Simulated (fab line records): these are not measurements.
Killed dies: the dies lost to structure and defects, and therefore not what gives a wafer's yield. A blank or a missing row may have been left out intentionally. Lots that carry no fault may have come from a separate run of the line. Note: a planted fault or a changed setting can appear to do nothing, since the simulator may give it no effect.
fab line records | flow sky130
[record] lots = 11 wafers = 33 last_day = 49
route steps=708 shown GATE_OXIDE@189 POLY_GATE@230 LDD_P@265 LDD_HVN@276 SD_P@328 PAD_OPEN@708
lots with no fault: from the same line, run without faults
start_h: hours from the record's opening day to when the first of the lot's shown wafers began | wait_h: hours since the lot's step before | " identical to the entry in the row above | L1.1+2: a row that stands for several wafers | - no value, or no start given | * or withheld: withheld | < > ~ a bound
route shown NAME@n: NAME is a module with steps in the file, n the number in the route of the first one | usual: mean/standard deviation of fault-free wafers | same: alike in all rows | chamber/n: place in a boat | sites: per-site readings | _std_site: their standard deviation | _edge_site: inner sites' mean taken away from outer sites' mean | radius_mm: for every site, how far away it sits from the centre of the wafer | mask NAME#n: copy n | behind: the most recent tool/chamber to have shaped the wafer | hold: why the lot was held/for how many hours/how that ended | device: whichever transistor did not switch (one of n, p or np) | end of line: the tests these same wafers got at the end of their route | where a step has no rows: the recipe by itself | killed: the dies lost at the first sort to structure and to defects; this is not the yield of the wafer | map: a wafer's dies, x killed, . not, _ none there
set.NAME: the run value of the setting; set.NAME@STEP: its run value at that earlier step | model.NAME: the simulator's own value behind a step, which no gauge read
steps of the route over a sample of lots; a table a step, a row a wafer
services: a tool's chamber out of use, with start hour (start_h, from the record's first day; less than 0 if before it), hours out, and reason
[[steps]]
[step SKY_GATE_OXIDE_THK_MEAS_02]
[recipe] reads = SiO2_of_GATE_OXIDE_OXIDATION_01
[usual] GATE_OXIDE_OXIDATION_00_THK = 10.32/0.18
// columns lot.wafer tool chamber start_h wait_h GATE_OXIDE_OXIDATION_00_THK[nm]
L991.1 film_metro-02 - 288.50 0.0 10.24
L991.3 " - " " 10.25
L991.6 " - " " 10.22
L995.1 film_metro-01 - 319.10 0.0 10.12
L995.3 " - " " 10.07
L995.6 " - " " 10.16
L996.1 film_metro-02 - 337.90 0.0 10.27
L996.3 " - " " 10.27
L996.5 " - " " 10.20
L997.1 film_metro-02 - 342.19 0.0 10.40
L997.2 " - " " 10.31
L997.6 " - " " 10.50
L998.3 film_metro-03 - 346.27 0.0 10.36
L998.4 " - " " 10.57
L998.5 " - " " 10.50
L104.1 film_metro-01 - 389.13 0.0 10.29
L104.3 " - " " 10.41
L104.4 " - " " 10.56
L105.4 film_metro-01 - 395.07 0.0 10.08
L105.5 " - " " 9.98
L105.6 " - " " 9.87
L107.1 film_metro-01 - 418.75 0.0 10.35
L107.4 " - " " 10.30
L107.6 " - " " 10.18
L108.2 film_metro-01 - 424.90 0.0 10.36
L108.5 " - " " 10.37
L108.6 " - " " 10.20
L109.2 film_metro-02 - 429.19 0.0 10.42
L109.3 " - " " 10.46
L109.4 " - " " 10.44
L110.3 film_metro-02 - 444.50 0.0 10.31
L110.4 " - " " 10.39
L110.5 " - " " 10.49
[step SKY_POLY_GATE_ETCH_16]
[recipe] stop_on = poly-Si chemistry = CH3F/O2 target = Si3N4 source_w = 400 bias_w = 80 pressure_mtorr = 25 ch3f_flow_sccm = 40 O2_flow_sccm = 30 time_s = 147.5 target_depth_a = 750
[usual] drypump_motor_current_A = 5.7/0.34 oes_product_au = 0.639/0.0053 rf_fwd_power_W = 398.5/1.2 throttle_valve_pct = 10.534/0.0087
// columns lot.wafer tool chamber start_h wait_h drypump_motor_current_A oes_product_au rf_fwd_power_W rf_hours_counter_h throttle_valve_pct
L991.1 rie_diel-01 1 372.61 0.0 5.6 0.632 398.7 54 10.544
L991.3 " 0 " " 5.3 0.628 398.8 57 10.523
L991.6 " 3 " " 6.2 0.629 397.9 - 10.527
L995.1 rie_diel-02 3 408.87 0.0 5.9 0.640 399.2 27 10.525
L995.3 " 2 " " 5.8 0.645 398.0 36 10.525
L995.6 " 0 " " 5.7 0.642 398.8 - 10.543
L996.1 rie_diel-04 0 431.51 0.0 6.0 0.637 397.8 14 10.544
L996.3 " 1 " " 5.8 0.638 399.8 44 10.544
L996.5 " 0 " " 6.1 0.640 399.4 - 10.529
L997.1 rie_diel-02 1 432.77 0.0 4.9 0.645 397.5 101 10.549
L997.2 " 3 " " 5.8 0.637 399.2 27 10.533
L997.6 " 1 " " 4.9 0.633 395.9 - 10.523
L998.3 rie_diel-04 1 437.46 0.0 5.8 0.648 396.5 45 10.527
L998.4 " 1 " " 5.8 0.639 396.7 - 10.526
L998.5 " 2 " " 5.1 0.643 398.0 - 10.525
L104.1 rie_diel-02 0 485.31 0.0 5.7 0.636 398.0 53 10.540
L104.3 " 3 " " 5.9 0.639 400.1 28 10.526
L104.4 " 1 " " 5.0 0.633 398.9 1 10.539
L105.4 rie_diel-04 0 491.05 0.0 6.1 0.638 399.1 - 10.537
L105.5 " 2 " " 5.1 0.632 398.5 - 10.545
L105.6 " 1 " " 5.8 0.640 399.1 - 10.539
L107.1 rie_diel-02 0 515.09 0.0 5.6 0.652 398.6 53 10.537
L107.4 " 3 " " 5.9 0.642 397.8 29 10.535
L107.6 " 1 " " 4.9 0.638 399.3 - 10.533
L108.2 rie_diel-01 0 523.11 0.0 5.3 0.635 396.9 60 10.544
L108.5 " 0 " " 5.3 0.642 397.0 - 10.537
L108.6 " 1 " " 5.6 0.644 397.9 - 10.532
L109.2 rie_diel-01 0 527.04 0.0 5.4 0.635 398.7 60 10.541
L109.3 " 1 " " 5.6 0.642 398.6 57 10.516
L109.4 " 3 " " 6.1 0.644 399.2 3 10.531
L110.3 rie_diel-01 1 543.56 0.0 5.6 0.643 399.2 58 10.532
L110.4 " 2 " " 5.8 0.637 398.6 14 10.540
L110.5 " 1 " " 5.6 0.636 397.6 - 10.545
[step SKY_LDD_P_STRIP_10]
[recipe] chemistry = O2/N2 power_w = 1400 pressure_mtorr = 1500 platen_temp_c = withheld o2_flow_sccm = 3000 n2_flow_sccm = 300 overash_fraction = 0.5
[usual] chamber_pressure_mTorr = 1500.1/1.4 drypump_motor_current_A = 6.0/0.37 oes_product_au = 0.716/0.0044 overash_fraction = 0.5/0 strip_time_to_endpoint_s = 14.19/0.041
// columns lot.wafer tool chamber start_h wait_h chamber_pressure_mTorr drypump_motor_current_A oes_product_au overash_fraction rf_hours_counter_h strip_time_to_endpoint_s
L991.1 plasma_asher-04 0 436.66 0.1 1499.2 6.4 0.718 0.5 61 14.22
L991.3 " 0 " " 1500.0 6.4 0.711 0.5 - 14.25
L991.6 " 1 " " 1499.2 5.8 0.713 0.5 - 14.24
L995.1 plasma_asher-03 1 472.66 0.1 - - - - - -
L995.3 " 1 " " - - - - - -
L995.6 " 1 " " - - - - - -
L996.1 plasma_asher-04 0 496.41 0.1 - - - - - -
L996.3 " 0 " " - - - - - -
L996.5 " 0 " " - - - - - -
L997.1 plasma_asher-02 0 498.36 0.1 - - - - - -
L997.2 " 1 " " - - - - - -
L997.6 " 1 " " - - - - - -
L998.3 plasma_asher-03 0 502.50 0.1 1499.5 5.7 0.712 0.5 - 14.22
L998.4 " 1 " " 1498.3 6.4 0.717 0.5 - 14.20
L998.5 " 1 " " 1500.9 6.4 0.720 0.5 - 14.18
L104.1 plasma_asher-04 0 548.79 0.1 1499.0 6.4 0.718 0.5 73 14.18
L104.3 " 0 " " 1499.4 6.4 0.712 0.5 - 14.21
L104.4 " 1 " " 1501.5 5.8 0.715 0.5 - 14.16
L105.4 plasma_asher-02 1 554.39 0.1 1502.5 5.4 0.718 0.5 - 14.15
L105.5 " 0 " " 1499.2 6.0 0.724 0.5 - 14.16
L105.6 " 1 " " 1498.3 5.4 0.715 0.5 - 14.16
L107.1 plasma_asher-03 0 578.84 0.1 1500.3 5.7 0.717 0.5 88 14.21
L107.4 " 1 " " 1499.1 6.4 0.723 0.5 - 14.22
L107.6 " 1 " " 1501.6 6.4 0.716 0.5 - 14.16
L108.2 plasma_asher-04 1 585.71 0.1 1501.8 5.8 0.720 0.5 77 14.21
L108.5 " 0 " " 1500.8 6.3 0.714 0.5 - 14.20
L108.6 " 1 " " 1501.6 5.8 0.704 0.5 - 14.19
L109.2 plasma_asher-02 1 591.09 0.1 1499.7 5.4 0.715 0.5 42 14.26
L109.3 " 0 " " 1500.1 6.0 0.715 0.5 - 14.26
L109.4 " 1 " " 1500.9 5.4 0.711 0.5 - 14.24
L110.3 plasma_asher-02 1 608.14 0.1 1501.3 5.4 0.713 0.5 - 14.26
L110.4 " 0 " " 1501.1 6.0 0.710 0.5 - 14.27
L110.5 " 0 " " 1500.9 5.9 0.711 0.5 - 14.21
[step SKY_LDD_HVN_STRIP_09]
[recipe] chemistry = O2/N2 power_w = 1400 pressure_mtorr = 1500 platen_temp_c = withheld o2_flow_sccm = 3000 n2_flow_sccm = 300 overash_fraction = 0.5
[usual] chamber_pressure_mTorr = 1500.1/1.3 drypump_motor_current_A = 6.0/0.42 oes_product_au = 0.409/0.0044 strip_time_to_endpoint_s = 4.144/0.014
[same] overash_fraction = 0.5
// columns lot.wafer tool chamber start_h wait_h chamber_pressure_mTorr drypump_motor_current_A oes_product_au rf_hours_counter_h strip_time_to_endpoint_s
L991.1 plasma_asher-04 0 468.14 0.1 1499.7 6.3 0.411 64 4.138
L991.3 " 0 " " 1501.2 6.4 0.412 - 4.155
L991.6 " 1 " " 1499.9 5.8 0.411 - 4.147
L995.1 plasma_asher-02 0 503.51 0.1 1500.9 6.0 0.709 33 21.761
L995.3 " 0 " " 1498.4 6.0 0.715 - 21.736
L995.6 " 0 " " 1500.9 6.0 0.719 - 21.763
L996.1 plasma_asher-04 0 526.62 0.1 1499.2 6.4 0.716 71 21.645
L996.3 " 0 " " 1498.3 6.4 0.721 - 21.706
L996.5 " 0 " " 1501.3 6.4 0.714 - 21.691
L997.1 plasma_asher-04 0 528.84 0.1 1500.5 6.3 0.709 71 21.758
L997.2 " 1 " " 1498.1 5.8 0.725 71 21.749
L997.6 " 1 " " 1499.2 5.8 0.716 - 21.746
L998.3 plasma_asher-04 1 533.59 0.1 1501.6 5.8 0.410 - 4.137
L998.4 " 0 " " 1498.5 6.4 0.409 - 4.141
L998.5 " 0 " " 1498.5 6.4 0.406 - 4.133
L104.1 plasma_asher-02 0 579.18 0.1 1502.9 6.0 0.403 41 4.155
L104.3 " 0 " " 1498.3 6.0 0.402 - 4.123
L104.4 " 1 " " 1500.9 5.4 0.404 - 4.148
L105.4 plasma_asher-04 0 584.59 0.1 1501.2 6.4 0.412 - 4.164
L105.5 " 0 " " 1500.2 6.4 0.413 - 4.144
L105.6 " 1 " " 1500.2 5.8 0.407 - 4.141
L107.1 plasma_asher-02 0 609.25 0.1 1499.3 6.0 0.408 44 4.159
L107.4 " 1 " " 1500.4 5.4 0.405 - 4.150
L107.6 " 0 " " 1502.5 6.0 0.410 - 4.158
L108.2 plasma_asher-02 1 615.69 0.1 1500.1 5.4 0.411 44 4.142
L108.5 " 0 " " 1499.9 6.0 0.406 - 4.161
L108.6 " 1 " " 1499.2 5.4 0.415 - 4.140
L109.2 plasma_asher-01 0 620.69 0.1 1501.0 6.7 0.409 19 4.149
L109.3 " 1 " " 1501.2 6.4 0.418 - 4.140
L109.4 " 0 " " 1501.1 6.7 0.406 - 4.124
L110.3 plasma_asher-01 1 637.69 0.1 1499.5 6.4 0.412 - 4.126
L110.4 " 0 " " 1502.7 6.7 0.408 - 4.159
L110.5 " 0 " " 1503.3 6.7 0.408 - 4.149
[step SKY_LDD_HVN_TW_MEAS_10]
[usual] LDD_HVN_TW = 1447/10
// columns lot.wafer tool chamber start_h wait_h hold LDD_HVN_TW
L991.1 film_metro-02 - 468.24 0.1 - 1452
L991.3 " - " " - 1450
L991.6 " - " " - 1447
L995.1 film_metro-02 - 503.61 0.1 await_dispo/0.2h/release 30
L995.3 " - " " await_dispo/0.2h/release 30
L995.6 " - " " await_dispo/0.2h/release 30
L995.1 film_metro-02 - 503.83 0.2 - 30
L995.3 " - " " - 31
L995.6 " - " " - 30
L996.1 film_metro-04 - 526.72 0.1 await_dispo/0.2h/release 30
L996.3 " - " " await_dispo/0.2h/release 30
L996.5 " - " " await_dispo/0.2h/release 30
L996.1 film_metro-04 - 526.95 0.2 - 30
L996.3 " - " " - 30
L996.5 " - " " - 30
L997.1 film_metro-01 - 528.94 0.1 await_dispo/0.2h/release 30
L997.2 " - " " await_dispo/0.2h/release 30
L997.6 " - " " await_dispo/0.2h/release 30
L997.1 film_metro-01 - 529.17 0.2 - 30
L997.2 " - " " - 30
L997.6 " - " " - 30
L998.3 film_metro-02 - 533.68 0.1 - 1448
L998.4 " - " " - 1450
L998.5 " - " " - 1455
L104.1 film_metro-01 - 579.28 0.1 - 1430
L104.3 " - " " - 1432
L104.4 " - " " - 1427
L105.4 film_metro-01 - 584.68 0.1 - 1421
L105.5 " - " " - 1427
L105.6 " - " " - 1432
L107.1 film_metro-04 - 609.35 0.1 - 1448
L107.4 " - " " - 1451
L107.6 " - " " - 1455
L108.2 film_metro-02 - 615.80 0.1 - 1445
L108.5 " - " " - 1451
L108.6 " - " " - 1450
L109.2 film_metro-01 - 620.80 0.1 - 1438
L109.3 " - " " - 1436
L109.4 " - " " - 1422
L110.3 film_metro-01 - 637.77 0.1 - 1438
L110.4 " - " " - 1432
L110.5 " - " " - 1440
[step SKY_SD_P_OVL_MEAS_08]
[usual] SD_P_OVL = 1.5/1.2
// columns lot.wafer tool chamber start_h wait_h SD_P_OVL[nm]
L991.1 overlay-01 - 593.44 0.1 -0.8
L991.3 " - " " 2.8
L991.6 " - " " -0.6
L998.3 overlay-02 - 654.14 0.1 2.6
L998.4 " - " " 2.1
L998.5 " - " " 2.8
L104.1 overlay-01 - 697.94 0.1 2.8
L104.3 " - " " 1.4
L104.4 " - " " 2.6
L105.4 overlay-01 - 702.67 0.1 0.1
L105.5 " - " " 2.7
L105.6 " - " " 0.5
L107.1 overlay-02 - 726.98 0.1 0.1
L107.4 " - " " 1.3
L107.6 " - " " 2.4
L108.2 overlay-01 - 730.74 0.1 0.7
L108.5 " - " " 1.2
L108.6 " - " " 3.2
L109.2 overlay-01 - 736.36 0.1 1.9
L109.3 " - " " -0.3
L109.4 " - " " 1.0
L110.3 overlay-02 - 751.74 0.1 2.6
L110.4 " - " " 1.1
L110.5 " - " " 0.3
[step SKY_PAD_OPEN_PROBE_99]
[usual] defect_limited_yield = 82.5/2 killed_at_M0_to_M3 = 44/6.8 killed_at_M4_up = 2.9/1.7 killed_at_contacts = 24/5.2 killed_at_front_end = 15/4 killed_at_other = 0.2/0.44 killed_dies = 86/9.9 killed_open = 47/7.9 killed_short = 39/6.3 sort_bin_3_pad_short = 0.8/0.38 sort_bin_5_function = 10.5/1.5 sort_bin_6_memory = 6.2/1.1 sort_n_pass = 406/9.9 sort_yield_pct = 82.5/2
[same] gross_dies = 492 killed_at_back_side = 0 sort_bin_4_leakage[%] = 0 sort_bin_8_speed[%] = 0
// columns lot.wafer tool chamber start_h wait_h defect_limited_yield[%] killed_at_M0_to_M3 killed_at_M4_up killed_at_contacts killed_at_front_end killed_at_other killed_dies killed_open killed_short sort_bin_3_pad_short[%] sort_bin_5_function[%] sort_bin_6_memory[%] sort_n_pass sort_yield_pct[%]
L991.1 prober-01 - 1082.48 0.1 81.9 48 3 20 18 0 89 52 37 1.4 9.6 7.1 403 81.9
L991.3 prober-01 - 1082.58 0.2 79.3 54 2 23 23 0 102 50 51 1.2 12.0 7.5 390 79.3
L991.6 prober-01 - 1082.73 0.2 83.7 47 3 21 9 0 80 46 34 0.4 7.9 7.9 412 83.7
L104.1 prober-01 - 1155.46 0.1 86.4 26 2 27 12 0 67 33 34 0.4 6.9 6.3 425 86.4
L104.3 prober-01 - 1155.56 0.2 81.7 48 3 28 11 0 90 50 40 0.6 12.4 5.3 402 81.7
L104.4 prober-01 - 1155.61 0.2 81.5 46 2 24 19 0 91 61 30 1.2 11.4 5.9 401 81.5
L105.4 prober-01 - 1159.91 0.2 85.8 39 3 15 13 0 70 40 29 1.0 8.9 4.3 422 85.8
L105.5 prober-01 - 1159.96 0.2 83.7 40 1 31 8 0 80 51 29 0.8 10.8 4.7 412 83.7
L105.6 prober-01 - 1160.01 0.2 81.7 44 1 25 20 0 90 60 30 1.0 10.2 7.1 402 81.7
// killed by level:class
L991.1 VIA3:geometric_particle:open=11 CONTACT:geometric_particle:open=9 VIA1:geometric_particle:short=8 VIA1:geometric_particle:open=8 METAL1:geometric_particle:short=5 FIELD_ISO:geometric_particle:open=4 FIELD_ISO:geometric_particle:short=4 METAL2:geometric_particle:open=4
L991.3 VIA1:geometric_particle:open=11 METAL1:geometric_particle:short=11 METAL2:geometric_particle:short=8 FIELD_ISO:geometric_particle:open=7 LI_CONTACT:geometric_particle:open=6 LOCAL_INTERCONNECT:geometric_particle:short=6 CONTACT:geometric_particle:open=6 VIA2:geometric_particle:open=6
L991.6 VIA1:geometric_particle:open=14 VIA3:geometric_particle:open=10 CONTACT:geometric_particle:open=8 LI_CONTACT:geometric_particle:open=7 METAL2:geometric_particle:short=4 METAL1:geometric_particle:short=4 VIA1:geometric_particle:short=4 LOCAL_INTERCONNECT:geometric_particle:short=3
L104.1 LI_CONTACT:geometric_particle:open=8 LOCAL_INTERCONNECT:geometric_particle:short=6 CONTACT:geometric_particle:open=6 CONTACT:geometric_particle:short=6 VIA2:geometric_particle:short=5 VIA3:geometric_particle:open=4 POLY_GATE:geometric_particle:open=3 METAL1:geometric_particle:short=3
L104.3 VIA1:geometric_particle:open=11 VIA2:geometric_particle:open=9 CONTACT:geometric_particle:open=8 VIA3:geometric_particle:open=7 VIA1:geometric_particle:short=6 CONTACT:geometric_particle:short=5 METAL1:geometric_particle:short=5 LI_CONTACT:geometric_particle:short=4
L104.4 VIA1:geometric_particle:open=18 FIELD_ISO:geometric_particle:open=8 LI_CONTACT:geometric_particle:open=8 VIA3:geometric_particle:open=8 CONTACT:geometric_particle:open=7 FIELD_ISO:geometric_particle:short=5 CONTACT:geometric_particle:short=5 VIA2:geometric_particle:open=5
L105.4 VIA1:geometric_particle:open=11 CONTACT:geometric_particle:open=8 VIA3:geometric_particle:open=7 VIA3:geometric_particle:short=5 METAL1:geometric_particle:short=4 FIELD_ISO:geometric_particle:short=3 POLY_GATE:geometric_particle:short=3 LI_CONTACT:geometric_particle:open=3
L105.5 LI_CONTACT:geometric_particle:open=12 CONTACT:geometric_particle:open=8 VIA1:geometric_particle:open=8 VIA2:geometric_particle:open=7 METAL2:geometric_particle:short=6 METAL1:geometric_particle:open=5 LOCAL_INTERCONNECT:geometric_particle:short=4 VIA3:geometric_particle:open=4
L105.6 CONTACT:geometric_particle:open=12 VIA1:geometric_particle:open=11 LI_CONTACT:geometric_particle:open=7 VIA2:geometric_particle:open=7 METAL2:geometric_particle:short=7 POLY_GATE:geometric_particle:open=6 FIELD_ISO:geometric_particle:open=4 VIA1:geometric_particle:short=4
[[services]]
// columns tool chamber start_h hours kind
rie_diel-02 1 351.07 11.4 repair
rie_diel-01 2 356.76 5.1 repair
plasma_asher-04 - 378.97 2.8 pm
rie_diel-04 2 397.48 1.8 repair
rie_diel-02 - 398.76 1.0 repair
rie_diel-01 2 402.60 3.8 repair
plasma_asher-03 - 416.80 2.8 pm
rie_diel-04 - 424.86 1.3 repair
rie_diel-04 3 430.91 70.2 repair
rie_diel-02 0 441.72 3.0 repair
rie_diel-04 - 452.42 14.6 pm
plasma_asher-02 - 460.86 2.0 repair
rie_diel-01 1 484.38 2.0 repair
plasma_asher-02 - 485.50 0.8 repair
rie_diel-02 0 486.23 3.9 repair
rie_diel-01 3 506.99 9.4 repair
plasma_asher-02 - 529.83 2.2 repair
plasma_asher-04 - 553.02 4.3 pm
rie_diel-01 0 570.26 1.4 repair
rie_diel-02 0 587.78 34.2 repair
rie_diel-01 1 597.39 29.0 repair
rie_diel-01 0 597.95 1.8 repair
rie_diel-01 2 604.12 3.0 repair
plasma_asher-02 - 626.74 6.2 repair
[[key]]
[first_sign] step = SKY_LDD_P_STRIP_10 reading = tool_record direction = missing
[effect] step = SKY_LDD_HVN_STRIP_09 reading = strip_time_to_endpoint_s direction = up sigmas = 99+ usual = * struck = *
[effect] step = SKY_LDD_HVN_TW_MEAS_10 reading = visit direction = added
[effect] step = SKY_LDD_HVN_TW_MEAS_10 reading = LDD_HVN_TW direction = down sigmas = 99+ usual = 1447 struck = 30
met_at SKY_LDD_P_STRIP_10
struck_lots L995,L996,L997
scrapped_behind SKY_LDD_HVN_TW_MEAS_10 L995.1,L995.3,L995.6,L996.1,L996.3,L996.5,L997.1,L997.2,L997.6
not_acting_at SKY_GATE_OXIDE_THK_MEAS_02,SKY_POLY_GATE_ETCH_16,SKY_SD_P_OVL_MEAS_08
onset_between 436.66 472.66
[fault] kind = skipped_step_whole tool = plasma_asher-02,plasma_asher-03,plasma_asher-04 chamber = - onset_h = 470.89 steps = SKY_LDD_P_STRIP_10 scope = struck_lots_only
